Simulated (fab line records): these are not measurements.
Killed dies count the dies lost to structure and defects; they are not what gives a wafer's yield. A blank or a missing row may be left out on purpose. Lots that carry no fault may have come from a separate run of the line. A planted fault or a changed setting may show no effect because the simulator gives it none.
Which of the tools did it? ; flow gf180mcu ; 33 wafers from 11 lots sampled at 2 of the route's 602 steps

## WHAT EACH GAUGE READ, for each wafer
GF_M3_THK_MEAS_06: measures by xrf.
lot;measured;on;M3_ALCU_THK (nm)
L339;day 20 02:46;filmMetro-02;441 442 440
L340;day 20 17:40;filmMetro-02;444 442 441
L341;day 20 23:05;filmMetro-02;436 433 432
L343;day 21 22:55;filmMetro-02;437 441 439
L346;day 22 20:15;filmMetro-04;445 445 442
L347;day 23 10:41;filmMetro-04;447 451 453
L348;day 23 12:11;filmMetro-02;439 446 438
L349;day 23 22:16;filmMetro-02;440 434 434
L357;day 26 19:53;filmMetro-02;436 432 431
L359;day 27 03:49;filmMetro-02;446 447 445
L361;day 27 21:47;filmMetro-04;452 448 447

## EACH LOT AND THE TOOL THAT RAN IT (in order: tool; ch and the chambers of the sampled wafers; start)
lot;GF_V2_STRIP_18
L339;plasmaAsher-03 ch 0,1, day 20 01:13
L340;plasmaAsher-02 ch 0,1, day 20 16:05
L341;plasmaAsher-03 ch 0,1, day 20 21:31
L343;plasmaAsher-03 ch 0,1, day 21 21:14
L346;plasmaAsher-01 ch 0,1, day 22 18:38
L347;plasmaAsher-03 ch 0,1, day 23 09:07
L348;plasmaAsher-02 ch 0,1, day 23 10:37
L349;plasmaAsher-03 ch 0,1, day 23 20:41
L357;plasmaAsher-01 ch 0,1, day 26 18:19
L359;plasmaAsher-02 ch 0, day 27 02:13
L361;plasmaAsher-01 ch 0,1, day 27 20:02
- GF_V2_STRIP_18: strips in O2/N2.

## THE ANSWER, worked out from the rows above alone
Rule: usual is defined by the lots themselves. The widest of any qualifying gaps counts: lots, ordered by their means at a reading, are off when they make up no more than a third of the lots, leave a main group of 4 or more, and stand apart from it by 3 or more times the standard deviation of that group's means. A main group whose means are all the same, to the digits that the tables above print for the reading, isn't used. A lot without any number at a reading at which 4 lots or more have one is off too. The other lots that the step has rows for count as sound.
No lot is off on any of the readings shown, so nothing can be concluded from this.

## WHAT THE SIMULATOR HAD PUT IN
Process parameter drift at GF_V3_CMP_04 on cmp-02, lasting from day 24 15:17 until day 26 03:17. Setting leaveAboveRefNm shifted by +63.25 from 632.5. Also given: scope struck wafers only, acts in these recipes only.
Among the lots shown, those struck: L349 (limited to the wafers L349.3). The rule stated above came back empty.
